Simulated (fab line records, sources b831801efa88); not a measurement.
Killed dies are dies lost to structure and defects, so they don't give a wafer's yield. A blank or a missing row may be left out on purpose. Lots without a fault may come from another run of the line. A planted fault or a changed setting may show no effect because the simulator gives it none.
Which tool did it? | flow gf180mcu | 6 lots, 18 wafers sampled, at 3 steps of a route of 602

WHAT THE GAUGES READ, wafer by wafer
GF_PASSIVATION_THK_MEAS_01.
lot  | measured     | on            | PASSIVATION_CVD_00_THK (nm)
L930 | day 28 17:43 | film_metro-03 | 988 1003 1006
L933 | day 29 12:05 | film_metro-02 | 986 980 1017
L936 | day 30 11:50 | film_metro-02 | 1524 995 1545
L945 | day 33 11:04 | film_metro-03 | 982 993 1004
L947 | day 33 18:52 | film_metro-03 | 1018 980 1013
L950 | day 34 10:24 | film_metro-02 | 991 998 1011

WHICH TOOL RAN EACH LOT (tool, then ch and the chambers of the sampled wafers, then the start)
lot  | GF_TOP_METAL_METAL_ETCH_16        | GF_PASSIVATION_CVD_00
L930 | rie_metal-03 ch 0,1, day 28 16:57 | pecvd-03 ch 0,1, day 28 17:37
L933 | rie_metal-01 ch 0, day 29 11:09   | pecvd-03 ch 0,2, day 29 12:00
L936 | rie_metal-01 ch 0,1, day 30 10:57 | pecvd-03 ch 1,2, day 30 11:46
L945 | rie_metal-03 ch 0,1, day 33 10:16 | pecvd-03 ch 0,1,2, day 33 10:59
L947 | rie_metal-01 ch 0,1, day 33 17:57 | pecvd-02 ch 0,2, day 33 18:47
L950 | rie_metal-03 ch 0, day 34 09:25   | pecvd-03 ch 0,1,2, day 34 10:19
- GF_TOP_METAL_METAL_ETCH_16: etches the open film in Cl2/BCl3, stops on SiO2, target depth 1197 nm, time 199.5 s.
- GF_PASSIVATION_CVD_00: deposits SiO2 from TEOS, target thk 1000 nm, time 111.95 s.

THE ANSWER, worked out from the rows above alone
Rule: what is usual is taken from the lots themselves. Put in order of their means at a reading, lots are off if they are a third of the lots or fewer, leave a main group of 4 or more, and stand apart from it by a gap of 3 or more times the standard deviation of the main group's means; of several such gaps the widest counts. A main group whose means are all the same, to the digits that the tables above print for the reading, isn't used. A lot without any number at a reading at which 4 lots or more have one is off too. The other lots that the step has rows for count as sound.
Off: L936, at GF_PASSIVATION_THK_MEAS_01 (PASSIVATION_CVD_00_THK). The main group: mean 998 nm, standard deviation 3.9.
A tool fits if, at a process step before that reading, it ran every lot that is off, and no sound lot after the first of them. The gauges at GF_PASSIVATION_THK_MEAS_01 are tried like those tools. None of those tried fits.

WHAT THE SIMULATOR HAD PUT IN
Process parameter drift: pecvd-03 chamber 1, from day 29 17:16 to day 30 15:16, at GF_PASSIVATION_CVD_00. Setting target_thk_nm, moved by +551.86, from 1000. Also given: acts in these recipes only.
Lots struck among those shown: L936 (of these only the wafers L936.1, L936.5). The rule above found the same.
